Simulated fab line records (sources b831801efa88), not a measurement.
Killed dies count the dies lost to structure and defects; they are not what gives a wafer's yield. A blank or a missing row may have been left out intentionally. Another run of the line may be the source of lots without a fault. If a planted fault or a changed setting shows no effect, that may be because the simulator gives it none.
fab line records -- flow sky130 -- part 1 of 2: steps 1 to 20 of 21
[record] lots = 7, wafers = 21, last_day = 50
route steps=708 shown LI_CONTACT@383 LOCAL_INTERCONNECT@387 PAD_OPEN@708
lots untouched by any fault: they come from a run of this same line in which no faults occurred
start_h: the number of hours between the record's first day and the start of the first shown wafer of the lot -- wait_h: hours from the lot's prior step to this one -- " as in the row above -- L1.1+2: a single row standing in for several wafers -- - no value, or no start was given -- * or withheld: withheld -- < > ~ a bound
route shown NAME@n: a module of which the file shows steps, and the number in the route of the first -- usual: average and standard deviation across the fault-free wafers -- same: alike in all rows -- chamber/n: place in a boat -- sites: per-site readings -- _std_site: standard deviation of those values -- _edge_site: mean of outer sites minus mean of inner sites -- radius_mm: how far each site lies from the wafer's centre -- mask NAME#n: copy n -- behind: the last tool/chamber to shape the wafer -- hold: reason for holding the lot/hours on hold/outcome of the hold -- device: names the non-switching transistor (n, p or np) -- end of line: the route-end tests of the same wafers -- a step given without rows: its recipe and nothing more -- killed: at the first sort, the dies lost to defects and structure; wafer yield is something else -- map: a wafer's dies, x killed, . not, _ none there
set.NAME: the setting that was run; set.NAME@STEP: the one run at that earlier step -- model.NAME: the simulator's own value behind a step, which no gauge read
lots seen at some steps along the route; tables by step, rows by wafer
services: the hour from which a tool's chamber was out of use, counted from the record's first day as start_h (under 0 if before that day), plus the number of hours and why
[[steps]]
[step SKY_LI_CONTACT_CVD_21]
[recipe] material = W, target_thk_nm = 400, time_s = 120.56, temp_c = 400, pressure_torr = 40
[usual] heater_power_w = 918/79
lot.wafer,tool,chamber,start_h,wait_h,heater_power_w
L924.4,cvd_w-01,0,681.61,0.1,980
L924.5,cvd_w-01,1,681.61,0.1,991
L924.6,cvd_w-01,0,681.61,0.1,971
L932.3,cvd_w-02,1,757.67,0.1,923
L932.5,cvd_w-02,1,757.67,0.1,904
L932.6,cvd_w-02,0,757.67,0.1,808
L933.2,cvd_w-02,0,761.87,0.0,809
L933.3,cvd_w-02,0,761.87,0.0,808
L933.5,cvd_w-02,1,761.87,0.0,900
L941.3,cvd_w-02,1,831.67,0.1,920
L941.5,cvd_w-02,1,831.67,0.1,913
L941.6,cvd_w-02,0,831.67,0.1,818
L944.3,cvd_w-01,0,843.61,0.1,969
L944.4,cvd_w-01,1,843.61,0.1,1000
L944.5,cvd_w-01,1,843.61,0.1,1023
L946.2,cvd_w-01,1,850.26,0.0,1006
L946.5,cvd_w-01,0,850.26,0.0,983
L946.6,cvd_w-01,1,850.26,0.0,1001
L945.3,cvd_w-02,0,857.62,0.1,801
L945.5,cvd_w-02,0,857.62,0.1,814
L945.6,cvd_w-02,1,857.62,0.1,905
[step SKY_LI_CONTACT_RS_MEAS_22]
[recipe] thk_meas_gauge = four-point-probe, reads = W_of_LI_CONTACT_CVD_21+TiN_of_LI_CONTACT_SPUTTER_20+Ti_of_LI_CONTACT_SPUTTER_19
[usual] LI_CONTACT_W_RS = 0.284/0.0056
lot.wafer,tool,chamber,start_h,wait_h,LI_CONTACT_W_RS[ohm/sq]
L924.4,film_metro-03,-,681.75,0.1,0.288
L924.5,film_metro-03,-,681.75,0.1,0.273
L924.6,film_metro-03,-,681.75,0.1,0.290
L932.3,film_metro-04,-,757.79,0.1,0.288
L932.5,film_metro-04,-,757.79,0.1,0.285
L932.6,film_metro-04,-,757.79,0.1,0.286
L933.2,film_metro-04,-,762.01,0.1,0.289
L933.3,film_metro-04,-,762.01,0.1,0.289
L933.5,film_metro-04,-,762.01,0.1,0.287
L941.3,film_metro-03,-,831.79,0.1,0.288
L941.5,film_metro-03,-,831.79,0.1,0.287
L941.6,film_metro-03,-,831.79,0.1,0.290
L944.3,film_metro-04,-,843.73,0.1,0.285
L944.4,film_metro-04,-,843.73,0.1,0.273
L944.5,film_metro-04,-,843.73,0.1,0.272
L946.2,film_metro-03,-,850.40,0.1,0.273
L946.5,film_metro-03,-,850.40,0.1,0.288
L946.6,film_metro-03,-,850.40,0.1,0.272
L945.3,film_metro-04,-,857.74,0.1,0.286
L945.5,film_metro-04,-,857.74,0.1,0.285
L945.6,film_metro-04,-,857.74,0.1,0.288
[step SKY_LI_CONTACT_THK_MEAS_23]
[recipe] thk_meas_gauge = xrf, reads = W_of_LI_CONTACT_CVD_21
[usual] LI_CONTACT_W_THK = 398/8.6
lot.wafer,tool,chamber,start_h,wait_h,LI_CONTACT_W_THK[nm]
L924.4,film_metro-03,-,681.84,0.1,390
L924.5,film_metro-03,-,681.84,0.1,413
L924.6,film_metro-03,-,681.84,0.1,388
L932.3,film_metro-04,-,757.89,0.1,391
L932.5,film_metro-04,-,757.89,0.1,395
L932.6,film_metro-04,-,757.89,0.1,392
L933.2,film_metro-04,-,762.12,0.1,391
L933.3,film_metro-04,-,762.12,0.1,387
L933.5,film_metro-04,-,762.12,0.1,391
L941.3,film_metro-03,-,831.89,0.1,396
L941.5,film_metro-03,-,831.89,0.1,401
L941.6,film_metro-03,-,831.89,0.1,395
L944.3,film_metro-04,-,843.83,0.1,401
L944.4,film_metro-04,-,843.83,0.1,417
L944.5,film_metro-04,-,843.83,0.1,421
L946.2,film_metro-03,-,850.51,0.1,412
L946.5,film_metro-03,-,850.51,0.1,389
L946.6,film_metro-03,-,850.51,0.1,415
L945.3,film_metro-04,-,857.84,0.1,398
L945.5,film_metro-04,-,857.84,0.1,400
L945.6,film_metro-04,-,857.84,0.1,395
[step SKY_LI_CONTACT_CMP_24]
[recipe] stop_on = PSG, t_overpolish_s = 20, down_force_psi = 3.5, platen_rpm = 60, target_thk_nm = 0, pad_velocity_m_s = 0.94248
[usual] motor_current_A = 10.7/1, overpolish_run_s = 19.999/0.0079, time_to_endpoint_s = 96/5
lot.wafer,tool,chamber,start_h,wait_h,motor_current_A,overpolish_run_s,time_to_endpoint_s
L924.4,cmp-02,1,681.92,0.1,10.8,19.985,93
L924.6,cmp-02,0,681.92,0.1,11.1,19.994,95
L924.5,cmp-02,1,681.92,0.1,10.8,20.013,100
L932.3,cmp-01,3,757.93,0.0,8.9,19.998,101
L932.6,cmp-01,3,757.93,0.0,8.4,19.997,100
L932.5,cmp-01,0,757.93,0.0,11.2,20.023,100
L933.3,cmp-02,2,762.22,0.1,11.2,20.005,87
L933.2,cmp-02,0,762.22,0.1,11.5,19.997,94
L933.5,cmp-02,1,762.22,0.1,11.0,20.009,96
L941.3,cmp-02,0,832.03,0.1,11.6,20.003,96
L941.6,cmp-02,2,832.03,0.1,12.6,20.002,90
L941.5,cmp-02,3,832.03,0.1,11.0,20.008,96
L944.4,cmp-01,3,843.92,0.1,9.2,19.999,102
L944.3,cmp-01,1,843.92,0.1,9.5,20.006,97
L944.5,cmp-01,2,843.92,0.1,9.4,19.988,103
L946.2,cmp-02,2,850.61,0.1,11.6,19.991,93
L946.5,cmp-02,1,850.61,0.1,10.1,19.994,97
L946.6,cmp-02,2,850.61,0.1,12.5,19.993,94
L945.3,cmp-02,3,857.88,0.0,11.3,19.994,95
L945.6,cmp-02,3,857.88,0.0,10.8,19.984,92
L945.5,cmp-02,0,857.88,0.0,11.4,19.998,94
[step SKY_LOCAL_INTERCONNECT_SPUTTER_00]
[recipe] material = TiN, target_thk_nm = 100, temp_c = 300, power_w = 6500, time_s = 83.3, chamber_pressure_pa = 0.4
[usual] chamber_pressure_pa = 0.4001/0.00081, throttle_valve_pct = 29.9/1.1
lot.wafer,tool,chamber,start_h,wait_h,chamber_pressure_pa,throttle_valve_pct
L924.4,pvd_sputter-03,-,682.17,0.2,0.4007,30.1
L924.5,pvd_sputter-03,-,682.17,0.2,0.3993,30.2
L924.6,pvd_sputter-03,-,682.17,0.2,0.3993,28.6
L932.3,pvd_sputter-03,-,758.23,0.2,0.4007,28.7
L932.5,pvd_sputter-03,-,758.23,0.2,0.4012,28.5
L932.6,pvd_sputter-03,-,758.23,0.2,0.3988,31.1
L933.2,pvd_sputter-02,-,762.47,0.1,0.3994,27.3
L933.3,pvd_sputter-02,-,762.47,0.1,0.4000,31.2
L933.5,pvd_sputter-02,-,762.47,0.1,0.3997,31.7
L941.3,pvd_sputter-03,-,832.23,0.1,0.4000,28.4
L941.5,pvd_sputter-03,-,832.23,0.1,0.4002,30.0
L941.6,pvd_sputter-03,-,832.23,0.1,0.4003,29.9
L944.3,pvd_sputter-04,-,844.17,0.1,0.4019,30.3
L944.4,pvd_sputter-04,-,844.17,0.1,0.4012,28.9
L944.5,pvd_sputter-04,-,844.17,0.1,0.3997,30.5
L946.2,pvd_sputter-04,-,850.86,0.2,0.4002,30.7
L946.5,pvd_sputter-04,-,850.86,0.2,0.4020,30.0
L946.6,pvd_sputter-04,-,850.86,0.2,0.4003,30.3
L945.3,pvd_sputter-03,-,858.18,0.2,0.3999,28.8
L945.5,pvd_sputter-03,-,858.18,0.2,0.3988,31.3
L945.6,pvd_sputter-03,-,858.18,0.2,0.3993,29.7
[step SKY_LOCAL_INTERCONNECT_RS_MEAS_01]
[recipe] thk_meas_gauge = four-point-probe, reads = TiN_of_LOCAL_INTERCONNECT_SPUTTER_00
[usual] LOCAL_INTERCONNECT_TIN_RS = 14.18/0.18
lot.wafer,tool,chamber,start_h,wait_h,LOCAL_INTERCONNECT_TIN_RS[ohm/sq]
L924.4,film_metro-02,-,682.30,0.1,14.29
L924.5,film_metro-02,-,682.30,0.1,13.97
L924.6,film_metro-02,-,682.30,0.1,13.92
L932.3,film_metro-02,-,758.33,0.1,14.07
L932.5,film_metro-02,-,758.33,0.1,13.98
L932.6,film_metro-02,-,758.33,0.1,14.01
L933.2,film_metro-03,-,762.56,0.1,14.38
L933.3,film_metro-03,-,762.56,0.1,14.54
L933.5,film_metro-03,-,762.56,0.1,14.50
L941.3,film_metro-02,-,832.33,0.1,14.21
L941.5,film_metro-02,-,832.33,0.1,14.12
L941.6,film_metro-02,-,832.33,0.1,14.05
L944.3,film_metro-03,-,844.28,0.1,13.92
L944.4,film_metro-03,-,844.28,0.1,13.61
L944.5,film_metro-03,-,844.28,0.1,13.62
L946.2,film_metro-02,-,850.95,0.1,14.32
L946.5,film_metro-02,-,850.95,0.1,14.36
L946.6,film_metro-02,-,850.95,0.1,14.23
L945.3,film_metro-02,-,858.28,0.1,14.19
L945.5,film_metro-02,-,858.28,0.1,14.10
L945.6,film_metro-02,-,858.28,0.1,14.36
[step SKY_LOCAL_INTERCONNECT_THK_MEAS_02]
[recipe] thk_meas_gauge = xrf, reads = TiN_of_LOCAL_INTERCONNECT_SPUTTER_00
[usual] LOCAL_INTERCONNECT_TIN_THK = 98.4/1.2
lot.wafer,tool,chamber,start_h,wait_h,LOCAL_INTERCONNECT_TIN_THK[nm]
L924.4,film_metro-02,-,682.39,0.1,98.1
L924.5,film_metro-02,-,682.39,0.1,100.5
L924.6,film_metro-02,-,682.39,0.1,100.7
L932.3,film_metro-02,-,758.43,0.1,99.2
L932.5,film_metro-02,-,758.43,0.1,99.8
L932.6,film_metro-02,-,758.43,0.1,99.7
L933.2,film_metro-03,-,762.67,0.1,97.2
L933.3,film_metro-03,-,762.67,0.1,95.9
L933.5,film_metro-03,-,762.67,0.1,96.6
L941.3,film_metro-02,-,832.43,0.1,98.5
L941.5,film_metro-02,-,832.43,0.1,99.0
L941.6,film_metro-02,-,832.43,0.1,99.4
L944.3,film_metro-03,-,844.38,0.1,100.1
L944.4,film_metro-03,-,844.38,0.1,101.8
L944.5,film_metro-03,-,844.38,0.1,102.3
L946.2,film_metro-02,-,851.06,0.1,97.2
L946.5,film_metro-02,-,851.06,0.1,96.9
L946.6,film_metro-02,-,851.06,0.1,98.3
L945.3,film_metro-02,-,858.38,0.1,97.6
L945.5,film_metro-02,-,858.38,0.1,98.4
L945.6,film_metro-02,-,858.38,0.1,96.8
[step SKY_LOCAL_INTERCONNECT_DEHYDRATE_03]
[recipe] temp_c = 200, time_s = 60
[step SKY_LOCAL_INTERCONNECT_HMDS_04]
[recipe] prime_time_s = 60, prime_temp_c = 120
[step SKY_LOCAL_INTERCONNECT_COAT_05]
[recipe] resist = BARC, temp_c = withheld, time_s = withheld, spin_rpm = 3000, resist_thk_nm = 60
[step SKY_LOCAL_INTERCONNECT_COAT_06]
[recipe] resist = KrF-thick, spin_rpm = 3000, resist_thk_nm = 450
[step SKY_LOCAL_INTERCONNECT_SOFTBAKE_07]
[recipe] temp_c = 100, time_s = 90, resist = KrF-thick
[step SKY_LOCAL_INTERCONNECT_EXPOSE_08]
[recipe] mask_id = LI1M, na = 0.8, source_shape = annular, sigma_inner = 0.55, sigma_outer = 0.85, target_cd_nm = 170, dose_mj = 28
[same] sigma_outer = 0.85
lot.wafer,tool,chamber,start_h,wait_h,mask
L924.4+5+6,krf_scanner-01,0,697.16,-,LI1M#0
L932.3+5+6,krf_scanner-02,0,771.89,-,LI1M#0
L933.2+3+5,krf_scanner-02,0,776.46,-,LI1M#0
L941.3+5+6,krf_scanner-02,0,845.82,-,LI1M#0
L944.3+4+5,krf_scanner-02,0,857.94,-,LI1M#0
L946.2+5+6,krf_scanner-02,0,864.57,-,LI1M#0
L945.3+5+6,krf_scanner-02,0,871.79,-,LI1M#0
[step SKY_LOCAL_INTERCONNECT_PEB_09]
[recipe] peb_temp_c = withheld, peb_time_s = withheld, resist = KrF-thick
[step SKY_LOCAL_INTERCONNECT_DEVELOP_10]
[recipe] develop_time_s = 60, resist = KrF-thick, dev_temp_c = 21
[step SKY_LOCAL_INTERCONNECT_CD_MEAS_11]
[recipe] target_cd_nm = 170
[usual] cd_nm = 169.9/1.4
lot.wafer,tool,chamber,start_h,wait_h,cd_nm
L924.4,cd_sem-02,-,710.60,-,169.0
L924.5,cd_sem-02,-,710.60,-,168.5
L924.6,cd_sem-02,-,710.60,-,168.0
L932.3,cd_sem-01,-,785.44,-,169.3
L932.5,cd_sem-01,-,785.44,-,169.2
L932.6,cd_sem-01,-,785.44,-,169.6
L933.2,cd_sem-02,-,789.37,-,170.7
L933.3,cd_sem-02,-,789.37,-,170.5
L933.5,cd_sem-02,-,789.37,-,170.3
L941.3,cd_sem-01,-,858.64,-,169.5
L941.5,cd_sem-01,-,858.64,-,168.9
L941.6,cd_sem-01,-,858.64,-,171.0
L944.3,cd_sem-02,-,870.99,-,172.4
L944.4,cd_sem-02,-,870.99,-,113.1
L944.5,cd_sem-02,-,870.99,-,171.7
L946.2,cd_sem-02,-,877.55,-,170.5
L946.5,cd_sem-02,-,877.55,-,170.7
L946.6,cd_sem-02,-,877.55,-,113.3
L945.3,cd_sem-02,-,884.14,-,172.1
L945.5,cd_sem-02,-,884.14,-,171.1
L945.6,cd_sem-02,-,884.14,-,117.1
[step SKY_LOCAL_INTERCONNECT_OVL_MEAS_12]
[usual] LOCAL_INTERCONNECT_OVL = 1/6.5
lot.wafer,tool,chamber,start_h,wait_h,LOCAL_INTERCONNECT_OVL[nm]
L924.4,overlay-01,-,710.68,0.1,0
L924.5,overlay-01,-,710.68,0.1,4
L924.6,overlay-01,-,710.68,0.1,-6
L932.3,overlay-02,-,785.53,0.1,14
L932.5,overlay-02,-,785.53,0.1,11
L932.6,overlay-02,-,785.53,0.1,8
L933.2,overlay-02,-,789.48,0.1,4
L933.3,overlay-02,-,789.48,0.1,-1
L933.5,overlay-02,-,789.48,0.1,2
L941.3,overlay-02,-,858.74,0.1,-5
L941.5,overlay-02,-,858.74,0.1,0
L941.6,overlay-02,-,858.74,0.1,1
L944.3,overlay-02,-,871.09,0.1,-9
L944.4,overlay-02,-,871.09,0.1,2
L944.5,overlay-02,-,871.09,0.1,-11
L946.2,overlay-02,-,877.65,0.1,1
L946.5,overlay-02,-,877.65,0.1,-4
L946.6,overlay-02,-,877.65,0.1,-5
L945.3,overlay-02,-,884.24,0.1,17
L945.5,overlay-02,-,884.24,0.1,16
L945.6,overlay-02,-,884.24,0.1,7
[step SKY_LOCAL_INTERCONNECT_ETCH_13]
[recipe] chemistry = N2/H2, target = BARC, ion_energy_ev = 200, bias_w = 100, pressure_mtorr = 30, n2_flow_sccm = 100, h2_flow_sccm = 200, icp_w = 500, stop_on = SiO2, time_s = 45.9, target_depth_a = 600
[usual] drypump_motor_current_A = 5.8/0.5, n2_flow_sccm = 99.99/0.27, oes_product_au = 0.854/0.0045, throttle_valve_pct = 13.225/0.0094
lot.wafer,tool,chamber,start_h,wait_h,drypump_motor_current_A,n2_flow_sccm,oes_product_au,rf_hours_counter_h,throttle_valve_pct,model.LOCAL_INTERCONNECT.cd_nm
L924.4,rie_metal-02,0,710.72,0.0,5.0,99.59,0.851,-,13.238,168.3
L924.5,rie_metal-02,1,710.72,0.0,5.8,99.99,0.862,-,13.212,167
L924.6,rie_metal-02,0,710.72,0.0,5.0,99.83,0.854,-,13.214,168.2
L932.3,rie_metal-04,1,785.58,0.0,6.4,100.11,0.856,-,13.214,169.6
L932.5,rie_metal-04,1,785.58,0.0,6.3,100.21,0.856,-,13.222,169.7
L932.6,rie_metal-04,0,785.58,0.0,6.1,99.72,0.846,-,13.220,168.7
L933.2,rie_metal-02,0,789.51,0.0,5.0,100.05,0.853,14,13.219,169.7
L933.3,rie_metal-02,1,789.51,0.0,5.8,99.61,0.852,-,13.233,169.9
L933.5,rie_metal-02,1,789.51,0.0,5.8,99.59,0.852,-,13.230,169.6
L941.3,rie_metal-04,0,858.78,0.0,6.0,100.52,0.857,-,13.233,168.7
L941.5,rie_metal-04,0,858.78,0.0,6.0,100.13,0.855,-,13.220,168.6
L941.6,rie_metal-04,1,858.78,0.0,6.4,100.01,0.862,-,13.219,170.3
L944.3,rie_metal-04,1,871.15,0.1,6.4,99.43,0.857,-,13.217,171.8
L944.4,rie_metal-04,1,871.15,0.1,6.4,100.11,0.852,-,13.231,112.4
L944.5,rie_metal-04,1,871.15,0.1,6.3,100.10,0.856,-,13.228,170.8
L946.2,rie_metal-04,1,877.68,0.0,6.3,99.95,0.849,3,13.207,170.5
L946.5,rie_metal-04,1,877.68,0.0,6.3,100.10,0.861,-,13.219,170
L946.6,rie_metal-04,0,877.68,0.0,6.1,100.10,0.854,-,13.218,113.2
L945.3,rie_metal-02,0,884.28,0.0,5.0,99.65,0.850,-,13.216,170.7
L945.5,rie_metal-02,1,884.28,0.0,5.8,99.84,0.847,-,13.222,171.1
L945.6,rie_metal-02,0,884.28,0.0,5.0,99.67,0.859,-,13.233,116.7
[step SKY_LOCAL_INTERCONNECT_METAL_ETCH_14]
[recipe] target_depth_nm = 110, stop_on = PSG, chemistry = Cl2/BCl3, target = TiN, resist_sidewall_deg = 88, pressure_mtorr = 10, icp_w = 900, bias_w = 48.5, Cl2_flow_sccm = 60, bcl3_flow_sccm = 30, time_s = 31.4
[usual] bcl3_flow_sccm = 30.01/0.1, drypump_motor_current_A = 5.8/0.51, oes_product_au = 0.940/0.0084, throttle_valve_pct = 21.902/0.0099
lot.wafer,tool,chamber,start_h,wait_h,bcl3_flow_sccm,drypump_motor_current_A,oes_product_au,rf_hours_counter_h,throttle_valve_pct,model.LOCAL_INTERCONNECT.cd_nm
L924.4,rie_metal-02,0,710.78,0.0,30.06,5.0,0.941,-,21.909,168.2
L924.5,rie_metal-02,1,710.78,0.0,30.04,5.8,0.947,-,21.899,167.7
L924.6,rie_metal-02,0,710.78,0.0,30.11,5.0,0.951,-,21.899,168
L932.3,rie_metal-04,1,785.64,0.0,29.99,6.3,0.945,-,21.892,169.7
L932.5,rie_metal-04,1,785.64,0.0,30.09,6.3,0.948,-,21.894,170
L932.6,rie_metal-04,0,785.64,0.0,29.95,6.1,0.952,-,21.905,167.8
L933.2,rie_metal-02,0,789.57,0.0,30.02,5.0,0.933,14,21.916,169.2
L933.3,rie_metal-02,1,789.57,0.0,30.01,5.8,0.926,-,21.914,170
L933.5,rie_metal-02,1,789.57,0.0,30.11,5.8,0.926,-,21.922,170
L941.3,rie_metal-04,0,858.84,0.0,29.99,6.0,0.933,-,21.896,168.6
L941.5,rie_metal-04,0,858.84,0.0,29.89,6.0,0.935,-,21.908,168.7
L941.6,rie_metal-04,1,858.84,0.0,30.01,6.3,0.948,-,21.894,169.4
L944.3,rie_metal-04,1,871.27,0.1,30.23,6.3,0.950,-,21.890,171.2
L944.4,rie_metal-04,1,871.27,0.1,30.11,6.3,0.967,-,21.876,111.8
L944.5,rie_metal-04,1,871.27,0.1,30.03,6.4,0.970,-,21.888,170.1
L946.2,rie_metal-04,1,877.75,0.0,30.06,6.3,0.932,3,21.910,170.3
L946.5,rie_metal-04,1,877.75,0.0,30.04,6.3,0.930,-,21.896,170.1
L946.6,rie_metal-04,0,877.75,0.0,29.95,6.1,0.935,-,21.905,113.2
L945.3,rie_metal-02,0,884.34,0.0,29.99,5.0,0.940,-,21.909,170.3
L945.5,rie_metal-02,1,884.34,0.0,30.05,5.8,0.941,-,21.892,171.4
L945.6,rie_metal-02,0,884.34,0.0,29.87,5.0,0.929,-,21.912,116.8
[step SKY_LOCAL_INTERCONNECT_STRIP_15]
[recipe] chemistry = O2/N2, power_w = 1400, pressure_mtorr = 1500, platen_temp_c = withheld, o2_flow_sccm = 3000, n2_flow_sccm = 300, overash_fraction = 0.5
[usual] drypump_motor_current_A = 6.12/0.23, n2_flow_sccm = 299.9/0.88, oes_product_au = 0.427/0.0044, strip_time_to_endpoint_s = 4.722/0.022
[same] overash_fraction = 0.5
lot.wafer,tool,chamber,start_h,wait_h,drypump_motor_current_A,n2_flow_sccm,oes_product_au,rf_hours_counter_h,strip_time_to_endpoint_s
L924.4,plasma_asher-04,0,710.85,0.1,6.06,298.1,0.420,-,4.718
L924.5,plasma_asher-04,1,710.85,0.1,6.24,300.7,0.426,-,4.755
L924.6,plasma_asher-04,0,710.85,0.1,6.06,297.4,0.423,-,4.728
L932.3,plasma_asher-04,1,785.71,0.1,6.25,300.9,0.427,-,4.714
L932.5,plasma_asher-04,1,785.71,0.1,6.24,299.6,0.425,-,4.683
L932.6,plasma_asher-04,0,785.71,0.1,6.03,299.4,0.430,-,4.714
L933.2,plasma_asher-01,0,789.62,0.0,6.15,299.3,0.424,93,4.724
L933.3,plasma_asher-01,0,789.62,0.0,6.17,300.2,0.435,-,4.715
L933.5,plasma_asher-01,0,789.62,0.0,6.16,300.1,0.433,-,4.728
L941.3,plasma_asher-03,1,858.91,0.1,6.48,299.1,0.424,-,4.716
L941.5,plasma_asher-03,1,858.91,0.1,6.51,299.7,0.428,-,4.709
L941.6,plasma_asher-03,0,858.91,0.1,5.79,299.2,0.424,-,4.720
L944.3,plasma_asher-03,1,871.37,0.1,6.51,299.2,0.426,-,4.749
L944.4,plasma_asher-03,0,871.37,0.1,5.80,298.8,0.429,-,4.743
L944.5,plasma_asher-03,1,871.37,0.1,6.50,300.1,0.426,-,4.734
L946.2,plasma_asher-03,0,877.80,0.0,5.81,300.4,0.431,14,4.760
L946.5,plasma_asher-03,0,877.80,0.0,5.80,299.3,0.428,-,4.724
L946.6,plasma_asher-03,1,877.80,0.0,6.52,300.9,0.432,-,4.713
L945.3,plasma_asher-01,0,884.41,0.1,6.14,301.7,0.433,-,4.739
L945.5,plasma_asher-01,1,884.41,0.1,5.90,301.1,0.426,-,4.751
L945.6,plasma_asher-01,0,884.41,0.1,6.13,301.1,0.426,-,4.714
[[key]]
[first_sign] step = SKY_LOCAL_INTERCONNECT_CD_MEAS_11, reading = cd_nm, direction = down, sigmas = 40, usual = 169.9, struck = 114.5
[effect] step = SKY_PAD_OPEN_PROBE_99, reading = killed_at_contacts, direction = up, sigmas = 72, usual = 24, struck = 435
[model_effect] step = SKY_LOCAL_INTERCONNECT_ETCH_13, value = LOCAL_INTERCONNECT.cd_nm, without = 170.7, struck = 114.1
[model_effect] step = SKY_LOCAL_INTERCONNECT_METAL_ETCH_14, value = LOCAL_INTERCONNECT.cd_nm, without = 170.5, struck = 113.9
[more_kills_born_at] SKY_LOCAL_INTERCONNECT_EXPOSE_08@krf_scanner-02 = 1234
met_at SKY_LOCAL_INTERCONNECT_EXPOSE_08
struck_wafers L944.4,L945.6,L946.6
later_rows_left_out L944.4,L945.6,L946.6
tester_left_out L944,L945,L946
onset_between 845.82 857.94
[fault] kind = process_parameter_drift, tool = krf_scanner-02, chamber = -, onset_h = 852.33, steps = SKY_LOCAL_INTERCONNECT_EXPOSE_08, channel = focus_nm, offset = 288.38, shape = step, end_h = 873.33, scope = struck_wafers_only
// tester_left_out: of these lots the tester's yield and bins aren't shown, on N5 and GAA mostly nor the transistor test; their killed dies are dies lost to structure and defects alone, not to doping, threshold or leakage, so they don't give the yield
// later_rows_left_out: the simulator's readings of these wafers behind a module that went badly wrong aren't trusted and aren't shown, but for the sort
